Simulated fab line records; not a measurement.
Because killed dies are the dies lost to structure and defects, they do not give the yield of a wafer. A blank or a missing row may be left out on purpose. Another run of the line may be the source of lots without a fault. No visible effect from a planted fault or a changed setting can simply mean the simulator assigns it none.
Chamber matching || flow sky130 || SKY_FIELD_ISO_ETCH_14 on rie-diel-01 has 4 sister chambers
The step etches BARC in N2/H2, stops on SiO2, time 45.9 s, target depth 60 nm. 14 wafers are shown with their chamber, then 7 later ones without.

WAFERS WITH THEIR CHAMBER
{"wafer": "L688.2", "chamber": 3, "drypump-motor-current-A (A)": 5.6, "chamber-pressure-mTorr (mTorr)": 30.019, "throttle-valve-pct (%)": 13.221}
{"wafer": "L688.5", "chamber": 3, "drypump-motor-current-A (A)": 5.6, "chamber-pressure-mTorr (mTorr)": 30.003, "throttle-valve-pct (%)": 13.216}
{"wafer": "L688.6", "chamber": 1, "drypump-motor-current-A (A)": 6.4, "chamber-pressure-mTorr (mTorr)": 29.990, "throttle-valve-pct (%)": 13.220}
{"wafer": "L691.3", "chamber": 1, "drypump-motor-current-A (A)": 6.4, "chamber-pressure-mTorr (mTorr)": 30.064, "throttle-valve-pct (%)": 13.219}
{"wafer": "L691.5", "chamber": 1, "drypump-motor-current-A (A)": 6.4, "chamber-pressure-mTorr (mTorr)": 29.972, "throttle-valve-pct (%)": 13.221}
{"wafer": "L691.6", "chamber": 3, "drypump-motor-current-A (A)": 5.6, "chamber-pressure-mTorr (mTorr)": 30.027, "throttle-valve-pct (%)": 13.235}
{"wafer": "L692.1", "chamber": 3, "drypump-motor-current-A (A)": 5.6, "chamber-pressure-mTorr (mTorr)": 29.956, "throttle-valve-pct (%)": 13.195}
{"wafer": "L692.5", "chamber": 2, "drypump-motor-current-A (A)": 5.2, "chamber-pressure-mTorr (mTorr)": 30.012, "throttle-valve-pct (%)": 13.220}
{"wafer": "L692.6", "chamber": 3, "drypump-motor-current-A (A)": 5.6, "chamber-pressure-mTorr (mTorr)": 30.026, "throttle-valve-pct (%)": 13.217}
{"wafer": "L696.2", "chamber": 0, "drypump-motor-current-A (A)": 5.4, "chamber-pressure-mTorr (mTorr)": 29.957, "throttle-valve-pct (%)": 13.234}
{"wafer": "L696.4", "chamber": 3, "drypump-motor-current-A (A)": 5.6, "chamber-pressure-mTorr (mTorr)": 30.041, "throttle-valve-pct (%)": 13.227}
{"wafer": "L696.5", "chamber": 1, "drypump-motor-current-A (A)": 6.4, "chamber-pressure-mTorr (mTorr)": 30.038, "throttle-valve-pct (%)": 13.227}
{"wafer": "L703.1", "chamber": 3, "drypump-motor-current-A (A)": 5.5, "chamber-pressure-mTorr (mTorr)": 30.014, "throttle-valve-pct (%)": 13.220}
{"wafer": "L703.2", "chamber": 1, "drypump-motor-current-A (A)": 6.4, "chamber-pressure-mTorr (mTorr)": 30.012, "throttle-valve-pct (%)": 13.215}

SIGNATURES, as means of the wafers listed above
{"reading": "drypump-motor-current-A", "chamber 0": 5.400, "chamber 1": 6.400, "chamber 2": 5.200, "chamber 3": 5.586, "scatter within a chamber": 0.0293}
{"reading": "chamber-pressure-mTorr", "chamber 0": 29.95700, "chamber 1": 30.01520, "chamber 2": 30.01200, "chamber 3": 30.01229, "scatter within a chamber": 0.0315}
{"reading": "throttle-valve-pct", "chamber 0": 13.23400, "chamber 1": 13.22040, "chamber 2": 13.22000, "chamber 3": 13.21871, "scatter within a chamber": 0.00994}
Rule: a wafer's distance from a chamber is the root of the sum, over the readings, of the square of ((its reading less the chamber's mean) divided by the reading's scatter). The wafer belongs to the nearest chamber; if the next one is less than 2 further off, it can't be placed. The scatter is the square root of a quotient: the sum, over the shown wafers, of each reading's squared deviation from its chamber's mean, divided by wafers minus chambers.

WAFERS WITHOUT THEIR CHAMBER
{"wafer": "L703.4", "drypump-motor-current-A (A)": 5.4, "chamber-pressure-mTorr (mTorr)": 29.990, "throttle-valve-pct (%)": 13.216}
{"wafer": "L705.2", "drypump-motor-current-A (A)": 5.4, "chamber-pressure-mTorr (mTorr)": 30.028, "throttle-valve-pct (%)": 13.221}
{"wafer": "L705.3", "drypump-motor-current-A (A)": 5.3, "chamber-pressure-mTorr (mTorr)": 30.009, "throttle-valve-pct (%)": 13.224}
{"wafer": "L705.5", "drypump-motor-current-A (A)": 5.2, "chamber-pressure-mTorr (mTorr)": 30.009, "throttle-valve-pct (%)": 13.215}
{"wafer": "L707.1", "drypump-motor-current-A (A)": 5.6, "chamber-pressure-mTorr (mTorr)": 29.993, "throttle-valve-pct (%)": 13.234}
{"wafer": "L707.4", "drypump-motor-current-A (A)": 6.4, "chamber-pressure-mTorr (mTorr)": 30.015, "throttle-valve-pct (%)": 13.220}
{"wafer": "L707.5", "drypump-motor-current-A (A)": 5.4, "chamber-pressure-mTorr (mTorr)": 29.979, "throttle-valve-pct (%)": 13.221}

THE CHAMBER EACH PASSED THROUGH
{"wafer": "L703.4", "from the rows above": 0, "in truth": 0}
{"wafer": "L705.2", "from the rows above": 0, "in truth": 0}
{"wafer": "L705.3", "from the rows above": "can't be placed: 2 or 0", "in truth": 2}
{"wafer": "L705.5", "from the rows above": 2, "in truth": 2}
{"wafer": "L707.1", "from the rows above": 3, "in truth": 3}
{"wafer": "L707.4", "from the rows above": 1, "in truth": 1}
{"wafer": "L707.5", "from the rows above": 0, "in truth": 0}
Correct placement for 6 of the 7. Unplaceable from these rows: 1, with the true chamber sitting among the candidates in 1. Placed wrongly: 0.
